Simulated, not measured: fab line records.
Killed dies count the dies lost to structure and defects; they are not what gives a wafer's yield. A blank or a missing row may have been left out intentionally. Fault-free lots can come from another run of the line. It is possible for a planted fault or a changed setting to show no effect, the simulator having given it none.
fab line records / flow gf180mcu
[record] lots = 5 wafers = 23
route steps=602 shown TOP_METAL@569
startH: the number of hours between the record's first day and the start of the first shown wafer of the lot / waitH: time in hours since the lot's previous step / " identical to the entry in the row above / L1.1+2: several wafers, shown together as one row / - no value, or no start given / * or withheld: withheld / < > ~ a bound
route shown NAME@n: NAME is a module with steps in the file, n the number in the route of the first one / usual: the fault-free wafers' mean and standard deviation / same: alike in all rows / chamber/n: place in a boat / sites: per-site readings / _std_site: standard deviation of those values / _edge_site: mean of outer sites minus mean of inner sites / radiusMm: for every site, how far away it sits from the centre of the wafer / mask NAME#n: copy n / behind: the last tool/chamber to shape the wafer / hold: what put the lot on hold/how long, in hours/how the hold closed / device: the n, p or np transistor that did not switch / end of line: tests of these same wafers at the route's end / step lacking rows: just its recipe / killed: at the first sort, the dies lost to defects and structure; wafer yield is something else / map: the dies of a wafer, with x for killed, . for not killed, _ for no die there
set.NAME: the run value of the setting; set.NAME@STEP: its run value at that earlier step / model.NAME: the simulator's own value behind a step, which no gauge read
lots run with intentionally changed settings; tables by step, rows by wafer
[[steps]]
[step GF_TOP_METAL_SPUTTER_02]
[recipe] material = AlCu targetThkNm = 900 powerW = 10600 chamberPressurePa = 0.3 substrateTempC = 250 gas = Ar timeS = 47.82
lot.wafer=L079.1 tool=pvdSputter-04 chamber=- startH=677.55 waitH=0.0 set.timeS=47.82 model.AlCu_of_TOP_METAL_SPUTTER_02.thkNm=894.3
lot.wafer=L079.2 tool=pvdSputter-04 chamber=- startH=677.55 waitH=0.0 set.timeS=44.44 model.AlCu_of_TOP_METAL_SPUTTER_02.thkNm=831.3
lot.wafer=L079.4 tool=pvdSputter-04 chamber=- startH=677.55 waitH=0.0 set.timeS=47.82 model.AlCu_of_TOP_METAL_SPUTTER_02.thkNm=902.6
lot.wafer=L079.5 tool=pvdSputter-04 chamber=- startH=677.55 waitH=0.0 set.timeS=44.44 model.AlCu_of_TOP_METAL_SPUTTER_02.thkNm=832.5
lot.wafer=L079.6 tool=pvdSputter-04 chamber=- startH=677.55 waitH=0.0 set.timeS=44.44 model.AlCu_of_TOP_METAL_SPUTTER_02.thkNm=830.7
lot.wafer=L082.2 tool=pvdSputter-04 chamber=- startH=697.09 waitH=0.0 set.timeS=44.31 model.AlCu_of_TOP_METAL_SPUTTER_02.thkNm=836.4
lot.wafer=L082.3 tool=pvdSputter-04 chamber=- startH=697.09 waitH=0.0 set.timeS=44.31 model.AlCu_of_TOP_METAL_SPUTTER_02.thkNm=839.7
lot.wafer=L082.4 tool=pvdSputter-04 chamber=- startH=697.09 waitH=0.0 set.timeS=47.82 model.AlCu_of_TOP_METAL_SPUTTER_02.thkNm=913.2
lot.wafer=L082.5 tool=pvdSputter-04 chamber=- startH=697.09 waitH=0.0 set.timeS=44.31 model.AlCu_of_TOP_METAL_SPUTTER_02.thkNm=836.2
lot.wafer=L082.6 tool=pvdSputter-04 chamber=- startH=697.09 waitH=0.0 set.timeS=47.82 model.AlCu_of_TOP_METAL_SPUTTER_02.thkNm=899.8
lot.wafer=L083.2 tool=pvdSputter-02 chamber=- startH=705.26 waitH=0.0 set.timeS=47.82 model.AlCu_of_TOP_METAL_SPUTTER_02.thkNm=891.2
lot.wafer=L083.4 tool=pvdSputter-02 chamber=- startH=705.26 waitH=0.0 set.timeS=47.82 model.AlCu_of_TOP_METAL_SPUTTER_02.thkNm=903.1
lot.wafer=L083.5 tool=pvdSputter-02 chamber=- startH=705.26 waitH=0.0 set.timeS=47.82 model.AlCu_of_TOP_METAL_SPUTTER_02.thkNm=905.8
lot.wafer=L084.1 tool=pvdSputter-01 chamber=- startH=711.78 waitH=0.0 set.timeS=44.66 model.AlCu_of_TOP_METAL_SPUTTER_02.thkNm=848.5
lot.wafer=L084.2 tool=pvdSputter-01 chamber=- startH=711.78 waitH=0.0 set.timeS=44.66 model.AlCu_of_TOP_METAL_SPUTTER_02.thkNm=844
lot.wafer=L084.3 tool=pvdSputter-01 chamber=- startH=711.78 waitH=0.0 set.timeS=44.66 model.AlCu_of_TOP_METAL_SPUTTER_02.thkNm=838.5
lot.wafer=L084.5 tool=pvdSputter-01 chamber=- startH=711.78 waitH=0.0 set.timeS=47.82 model.AlCu_of_TOP_METAL_SPUTTER_02.thkNm=903.6
lot.wafer=L084.6 tool=pvdSputter-01 chamber=- startH=711.78 waitH=0.0 set.timeS=47.82 model.AlCu_of_TOP_METAL_SPUTTER_02.thkNm=904.5
lot.wafer=L085.1 tool=pvdSputter-04 chamber=- startH=718.62 waitH=0.0 set.timeS=45.34 model.AlCu_of_TOP_METAL_SPUTTER_02.thkNm=867.3
lot.wafer=L085.2 tool=pvdSputter-04 chamber=- startH=718.62 waitH=0.0 set.timeS=47.82 model.AlCu_of_TOP_METAL_SPUTTER_02.thkNm=909.9
lot.wafer=L085.3 tool=pvdSputter-04 chamber=- startH=718.62 waitH=0.0 set.timeS=47.82 model.AlCu_of_TOP_METAL_SPUTTER_02.thkNm=912.5
lot.wafer=L085.4 tool=pvdSputter-04 chamber=- startH=718.62 waitH=0.0 set.timeS=47.82 model.AlCu_of_TOP_METAL_SPUTTER_02.thkNm=910.7
lot.wafer=L085.6 tool=pvdSputter-04 chamber=- startH=718.62 waitH=0.0 set.timeS=45.34 model.AlCu_of_TOP_METAL_SPUTTER_02.thkNm=861.3
[step GF_TOP_METAL_SPUTTER_03]
[recipe] material = Ti targetThkNm = 5 substrateTempC = 300 chamberPressurePa = 0.3 powerW = 3000 timeS = 3.3
[step GF_TOP_METAL_SPUTTER_04]
[recipe] material = TiN targetThkNm = 25 powerW = 6500 timeS = 20.8 chamberPressurePa = 0.4
[step GF_TOP_METAL_RS_MEAS_05]
[recipe] thkMeasGauge = four-point-probe reads = TiN_of_TOP_METAL_SPUTTER_04+Ti_of_TOP_METAL_SPUTTER_03+AlCu_of_TOP_METAL_SPUTTER_02+TiN_of_TOP_METAL_SPUTTER_01+Ti_of_TOP_METAL_SPUTTER_00
[usual] TOP_METAL_ALCU_RS = 0.03249/0.0003
lot.wafer=L079.1 tool=filmMetro-01 chamber=- startH=677.64 waitH=0.0 set.timeS@TOP_METAL_SPUTTER_02=47.82 TOP_METAL_ALCU_RS[ohm/sq]=0.03298
lot.wafer=L079.2 tool=filmMetro-01 chamber=- startH=677.64 waitH=0.0 set.timeS@TOP_METAL_SPUTTER_02=44.44 TOP_METAL_ALCU_RS[ohm/sq]=0.03545
lot.wafer=L079.4 tool=filmMetro-01 chamber=- startH=677.64 waitH=0.0 set.timeS@TOP_METAL_SPUTTER_02=47.82 TOP_METAL_ALCU_RS[ohm/sq]=0.03273
lot.wafer=L079.5 tool=filmMetro-01 chamber=- startH=677.64 waitH=0.0 set.timeS@TOP_METAL_SPUTTER_02=44.44 TOP_METAL_ALCU_RS[ohm/sq]=0.03541
lot.wafer=L079.6 tool=filmMetro-01 chamber=- startH=677.64 waitH=0.0 set.timeS@TOP_METAL_SPUTTER_02=44.44 TOP_METAL_ALCU_RS[ohm/sq]=0.03556
lot.wafer=L082.2 tool=filmMetro-01 chamber=- startH=697.20 waitH=0.0 set.timeS@TOP_METAL_SPUTTER_02=44.31 TOP_METAL_ALCU_RS[ohm/sq]=0.03518
lot.wafer=L082.3 tool=filmMetro-01 chamber=- startH=697.20 waitH=0.0 set.timeS@TOP_METAL_SPUTTER_02=44.31 TOP_METAL_ALCU_RS[ohm/sq]=0.03517
lot.wafer=L082.4 tool=filmMetro-01 chamber=- startH=697.20 waitH=0.0 set.timeS@TOP_METAL_SPUTTER_02=47.82 TOP_METAL_ALCU_RS[ohm/sq]=0.03224
lot.wafer=L082.5 tool=filmMetro-01 chamber=- startH=697.20 waitH=0.0 set.timeS@TOP_METAL_SPUTTER_02=44.31 TOP_METAL_ALCU_RS[ohm/sq]=0.03532
lot.wafer=L082.6 tool=filmMetro-01 chamber=- startH=697.20 waitH=0.0 set.timeS@TOP_METAL_SPUTTER_02=47.82 TOP_METAL_ALCU_RS[ohm/sq]=0.0327
lot.wafer=L083.2 tool=filmMetro-01 chamber=- startH=705.37 waitH=0.0 set.timeS@TOP_METAL_SPUTTER_02=47.82 TOP_METAL_ALCU_RS[ohm/sq]=0.03305
lot.wafer=L083.4 tool=filmMetro-01 chamber=- startH=705.37 waitH=0.0 set.timeS@TOP_METAL_SPUTTER_02=47.82 TOP_METAL_ALCU_RS[ohm/sq]=0.03261
lot.wafer=L083.5 tool=filmMetro-01 chamber=- startH=705.37 waitH=0.0 set.timeS@TOP_METAL_SPUTTER_02=47.82 TOP_METAL_ALCU_RS[ohm/sq]=0.03257
lot.wafer=L084.1 tool=filmMetro-01 chamber=- startH=711.90 waitH=0.0 set.timeS@TOP_METAL_SPUTTER_02=44.66 TOP_METAL_ALCU_RS[ohm/sq]=0.03469
lot.wafer=L084.2 tool=filmMetro-01 chamber=- startH=711.90 waitH=0.0 set.timeS@TOP_METAL_SPUTTER_02=44.66 TOP_METAL_ALCU_RS[ohm/sq]=0.03492
lot.wafer=L084.3 tool=filmMetro-01 chamber=- startH=711.90 waitH=0.0 set.timeS@TOP_METAL_SPUTTER_02=44.66 TOP_METAL_ALCU_RS[ohm/sq]=0.03515
lot.wafer=L084.5 tool=filmMetro-01 chamber=- startH=711.90 waitH=0.0 set.timeS@TOP_METAL_SPUTTER_02=47.82 TOP_METAL_ALCU_RS[ohm/sq]=0.03266
lot.wafer=L084.6 tool=filmMetro-01 chamber=- startH=711.90 waitH=0.0 set.timeS@TOP_METAL_SPUTTER_02=47.82 TOP_METAL_ALCU_RS[ohm/sq]=0.03258
lot.wafer=L085.1 tool=filmMetro-01 chamber=- startH=718.71 waitH=0.0 set.timeS@TOP_METAL_SPUTTER_02=45.34 TOP_METAL_ALCU_RS[ohm/sq]=0.03396
lot.wafer=L085.2 tool=filmMetro-01 chamber=- startH=718.71 waitH=0.0 set.timeS@TOP_METAL_SPUTTER_02=47.82 TOP_METAL_ALCU_RS[ohm/sq]=0.03233
lot.wafer=L085.3 tool=filmMetro-01 chamber=- startH=718.71 waitH=0.0 set.timeS@TOP_METAL_SPUTTER_02=47.82 TOP_METAL_ALCU_RS[ohm/sq]=0.03231
lot.wafer=L085.4 tool=filmMetro-01 chamber=- startH=718.71 waitH=0.0 set.timeS@TOP_METAL_SPUTTER_02=47.82 TOP_METAL_ALCU_RS[ohm/sq]=0.03235
lot.wafer=L085.6 tool=filmMetro-01 chamber=- startH=718.71 waitH=0.0 set.timeS@TOP_METAL_SPUTTER_02=45.34 TOP_METAL_ALCU_RS[ohm/sq]=0.03427
[step GF_TOP_METAL_THK_MEAS_06]
[recipe] thkMeasGauge = xrf reads = AlCu_of_TOP_METAL_SPUTTER_02
[usual] TOP_METAL_ALCU_THK = 902/9.4
lot.wafer=L079.1 tool=filmMetro-01 chamber=- startH=677.76 waitH=0.1 set.timeS@TOP_METAL_SPUTTER_02=47.82 TOP_METAL_ALCU_THK[nm]=886
lot.wafer=L079.2 tool=filmMetro-01 chamber=- startH=677.76 waitH=0.1 set.timeS@TOP_METAL_SPUTTER_02=44.44 TOP_METAL_ALCU_THK[nm]=826
lot.wafer=L079.4 tool=filmMetro-01 chamber=- startH=677.76 waitH=0.1 set.timeS@TOP_METAL_SPUTTER_02=47.82 TOP_METAL_ALCU_THK[nm]=897
lot.wafer=L079.5 tool=filmMetro-01 chamber=- startH=677.76 waitH=0.1 set.timeS@TOP_METAL_SPUTTER_02=44.44 TOP_METAL_ALCU_THK[nm]=831
lot.wafer=L079.6 tool=filmMetro-01 chamber=- startH=677.76 waitH=0.1 set.timeS@TOP_METAL_SPUTTER_02=44.44 TOP_METAL_ALCU_THK[nm]=825
lot.wafer=L082.2 tool=filmMetro-01 chamber=- startH=697.31 waitH=0.1 set.timeS@TOP_METAL_SPUTTER_02=44.31 TOP_METAL_ALCU_THK[nm]=830
lot.wafer=L082.3 tool=filmMetro-01 chamber=- startH=697.31 waitH=0.1 set.timeS@TOP_METAL_SPUTTER_02=44.31 TOP_METAL_ALCU_THK[nm]=831
lot.wafer=L082.4 tool=filmMetro-01 chamber=- startH=697.31 waitH=0.1 set.timeS@TOP_METAL_SPUTTER_02=47.82 TOP_METAL_ALCU_THK[nm]=903
lot.wafer=L082.5 tool=filmMetro-01 chamber=- startH=697.31 waitH=0.1 set.timeS@TOP_METAL_SPUTTER_02=44.31 TOP_METAL_ALCU_THK[nm]=827
lot.wafer=L082.6 tool=filmMetro-01 chamber=- startH=697.31 waitH=0.1 set.timeS@TOP_METAL_SPUTTER_02=47.82 TOP_METAL_ALCU_THK[nm]=888
lot.wafer=L083.2 tool=filmMetro-01 chamber=- startH=705.48 waitH=0.1 set.timeS@TOP_METAL_SPUTTER_02=47.82 TOP_METAL_ALCU_THK[nm]=888
lot.wafer=L083.4 tool=filmMetro-01 chamber=- startH=705.48 waitH=0.1 set.timeS@TOP_METAL_SPUTTER_02=47.82 TOP_METAL_ALCU_THK[nm]=890
lot.wafer=L083.5 tool=filmMetro-01 chamber=- startH=705.48 waitH=0.1 set.timeS@TOP_METAL_SPUTTER_02=47.82 TOP_METAL_ALCU_THK[nm]=898
lot.wafer=L084.1 tool=filmMetro-01 chamber=- startH=712.02 waitH=0.1 set.timeS@TOP_METAL_SPUTTER_02=44.66 TOP_METAL_ALCU_THK[nm]=845
lot.wafer=L084.2 tool=filmMetro-01 chamber=- startH=712.02 waitH=0.1 set.timeS@TOP_METAL_SPUTTER_02=44.66 TOP_METAL_ALCU_THK[nm]=832
lot.wafer=L084.3 tool=filmMetro-01 chamber=- startH=712.02 waitH=0.1 set.timeS@TOP_METAL_SPUTTER_02=44.66 TOP_METAL_ALCU_THK[nm]=831
lot.wafer=L084.5 tool=filmMetro-01 chamber=- startH=712.02 waitH=0.1 set.timeS@TOP_METAL_SPUTTER_02=47.82 TOP_METAL_ALCU_THK[nm]=895
lot.wafer=L084.6 tool=filmMetro-01 chamber=- startH=712.02 waitH=0.1 set.timeS@TOP_METAL_SPUTTER_02=47.82 TOP_METAL_ALCU_THK[nm]=899
lot.wafer=L085.1 tool=filmMetro-01 chamber=- startH=718.83 waitH=0.1 set.timeS@TOP_METAL_SPUTTER_02=45.34 TOP_METAL_ALCU_THK[nm]=857
lot.wafer=L085.2 tool=filmMetro-01 chamber=- startH=718.83 waitH=0.1 set.timeS@TOP_METAL_SPUTTER_02=47.82 TOP_METAL_ALCU_THK[nm]=901
lot.wafer=L085.3 tool=filmMetro-01 chamber=- startH=718.83 waitH=0.1 set.timeS@TOP_METAL_SPUTTER_02=47.82 TOP_METAL_ALCU_THK[nm]=908
lot.wafer=L085.4 tool=filmMetro-01 chamber=- startH=718.83 waitH=0.1 set.timeS@TOP_METAL_SPUTTER_02=47.82 TOP_METAL_ALCU_THK[nm]=905
lot.wafer=L085.6 tool=filmMetro-01 chamber=- startH=718.83 waitH=0.1 set.timeS@TOP_METAL_SPUTTER_02=45.34 TOP_METAL_ALCU_THK[nm]=856
[step GF_TOP_METAL_EXPOSE_11]
[recipe] maskId = MetalTop targetCdNm = 440 na = 0.6 sourceShape = conventional sigmaOuter = 0.6 doseMj = 170
lot.wafer=L079.1+4+5 tool=ilineStepper-01 chamber=0 startH=- waitH=- mask=MetalTop#0 set.doseMj=170
lot.wafer=L079.2+6 tool=ilineStepper-01 chamber=0 startH=- waitH=- mask=MetalTop#0 set.doseMj=161.6
lot.wafer=L082.2+4+5 tool=ilineStepper-01 chamber=0 startH=- waitH=- mask=MetalTop#0 set.doseMj=170
lot.wafer=L082.3+6 tool=ilineStepper-01 chamber=0 startH=- waitH=- mask=MetalTop#0 set.doseMj=164
lot.wafer=L083.2+4+5 tool=ilineStepper-02 chamber=0 startH=- waitH=- mask=MetalTop#0 set.doseMj=170
lot.wafer=L084.1+2+5 tool=ilineStepper-02 chamber=0 startH=- waitH=- mask=MetalTop#0 set.doseMj=170
lot.wafer=L084.3+6 tool=ilineStepper-02 chamber=0 startH=- waitH=- mask=MetalTop#0 set.doseMj=173.4
lot.wafer=L085.1+4 tool=ilineStepper-01 chamber=0 startH=- waitH=- mask=MetalTop#0 set.doseMj=170
lot.wafer=L085.2+3+6 tool=ilineStepper-01 chamber=0 startH=- waitH=- mask=MetalTop#0 set.doseMj=178.1
[step GF_TOP_METAL_PEB_12]
[recipe] tempC = withheld timeS = * resist = NOVOLAK
[step GF_TOP_METAL_DEVELOP_13]
[recipe] developTimeS = 60 devTempC = 23.46
[step GF_TOP_METAL_METAL_ETCH_16]
[recipe] chemistry = Cl2/BCl3 maskMaterial = NOVOLAK targetDepthNm = 1077.5 stopOn = SiO2 pressureMtorr = 8 icpW = 800 biasW = 140 Cl2_flow_sccm = 80 bcl3FlowSccm = 40 timeS = 179.6
[usual] oesProductAu = 0.968/0.0062
lot.wafer=L079.1 tool=rieMetal-03 chamber=0 startH=695.66 waitH=0.0 set.timeS@TOP_METAL_SPUTTER_02=47.82 oesProductAu=0.957
lot.wafer=L079.2 tool=rieMetal-03 chamber=1 startH=695.66 waitH=0.0 set.timeS@TOP_METAL_SPUTTER_02=44.44 oesProductAu=0.924
lot.wafer=L079.4 tool=rieMetal-03 chamber=1 startH=695.66 waitH=0.0 set.timeS@TOP_METAL_SPUTTER_02=47.82 oesProductAu=0.961
lot.wafer=L079.5 tool=rieMetal-03 chamber=0 startH=695.66 waitH=0.0 set.timeS@TOP_METAL_SPUTTER_02=44.44 oesProductAu=0.924
lot.wafer=L079.6 tool=rieMetal-03 chamber=1 startH=695.66 waitH=0.0 set.timeS@TOP_METAL_SPUTTER_02=44.44 oesProductAu=0.919
lot.wafer=L082.2 tool=rieMetal-01 chamber=0 startH=715.92 waitH=0.1 set.timeS@TOP_METAL_SPUTTER_02=44.31 oesProductAu=0.930
lot.wafer=L082.3 tool=rieMetal-01 chamber=0 startH=715.92 waitH=0.1 set.timeS@TOP_METAL_SPUTTER_02=44.31 oesProductAu=0.916
lot.wafer=L082.4 tool=rieMetal-01 chamber=0 startH=715.92 waitH=0.1 set.timeS@TOP_METAL_SPUTTER_02=47.82 oesProductAu=0.973
lot.wafer=L082.5 tool=rieMetal-01 chamber=0 startH=715.92 waitH=0.1 set.timeS@TOP_METAL_SPUTTER_02=44.31 oesProductAu=0.929
lot.wafer=L082.6 tool=rieMetal-01 chamber=0 startH=715.92 waitH=0.1 set.timeS@TOP_METAL_SPUTTER_02=47.82 oesProductAu=0.964
lot.wafer=L083.2 tool=rieMetal-02 chamber=1 startH=724.24 waitH=0.0 set.timeS@TOP_METAL_SPUTTER_02=47.82 oesProductAu=0.960
lot.wafer=L083.4 tool=rieMetal-02 chamber=0 startH=724.24 waitH=0.0 set.timeS@TOP_METAL_SPUTTER_02=47.82 oesProductAu=0.966
lot.wafer=L083.5 tool=rieMetal-02 chamber=1 startH=724.24 waitH=0.0 set.timeS@TOP_METAL_SPUTTER_02=47.82 oesProductAu=0.969
lot.wafer=L084.1 tool=rieMetal-01 chamber=0 startH=729.66 waitH=0.0 set.timeS@TOP_METAL_SPUTTER_02=44.66 oesProductAu=0.933
lot.wafer=L084.2 tool=rieMetal-01 chamber=1 startH=729.66 waitH=0.0 set.timeS@TOP_METAL_SPUTTER_02=44.66 oesProductAu=0.931
lot.wafer=L084.3 tool=rieMetal-01 chamber=1 startH=729.66 waitH=0.0 set.timeS@TOP_METAL_SPUTTER_02=44.66 oesProductAu=0.928
lot.wafer=L084.5 tool=rieMetal-01 chamber=1 startH=729.66 waitH=0.0 set.timeS@TOP_METAL_SPUTTER_02=47.82 oesProductAu=0.974
lot.wafer=L084.6 tool=rieMetal-01 chamber=0 startH=729.66 waitH=0.0 set.timeS@TOP_METAL_SPUTTER_02=47.82 oesProductAu=0.965
lot.wafer=L085.1 tool=rieMetal-03 chamber=0 startH=736.61 waitH=0.0 set.timeS@TOP_METAL_SPUTTER_02=45.34 oesProductAu=0.940
lot.wafer=L085.2 tool=rieMetal-03 chamber=1 startH=736.61 waitH=0.0 set.timeS@TOP_METAL_SPUTTER_02=47.82 oesProductAu=0.973
lot.wafer=L085.3 tool=rieMetal-03 chamber=0 startH=736.61 waitH=0.0 set.timeS@TOP_METAL_SPUTTER_02=47.82 oesProductAu=0.974
lot.wafer=L085.4 tool=rieMetal-03 chamber=1 startH=736.61 waitH=0.0 set.timeS@TOP_METAL_SPUTTER_02=47.82 oesProductAu=0.968
lot.wafer=L085.6 tool=rieMetal-03 chamber=0 startH=736.61 waitH=0.0 set.timeS@TOP_METAL_SPUTTER_02=45.34 oesProductAu=0.939
[[key]]
[split] step = GF_TOP_METAL_SPUTTER_02 setting = timeS stated = 47.82 by = wafer
[response] step = GF_TOP_METAL_SPUTTER_02 reading = model.AlCu_of_TOP_METAL_SPUTTER_02.thkNm change = +9.3 per = 1% r = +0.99
[response] step = GF_TOP_METAL_RS_MEAS_05 reading = TOP_METAL_ALCU_RS change = -0.000362 per = 1% r = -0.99
[response] step = GF_TOP_METAL_THK_MEAS_06 reading = TOP_METAL_ALCU_THK change = +9.09 per = 1% r = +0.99
[response] step = GF_TOP_METAL_METAL_ETCH_16 reading = oesProductAu change = +0.00579 per = 1% r = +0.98
[split] step = GF_TOP_METAL_EXPOSE_11 setting = doseMj stated = 170 by = wafer
response none clear
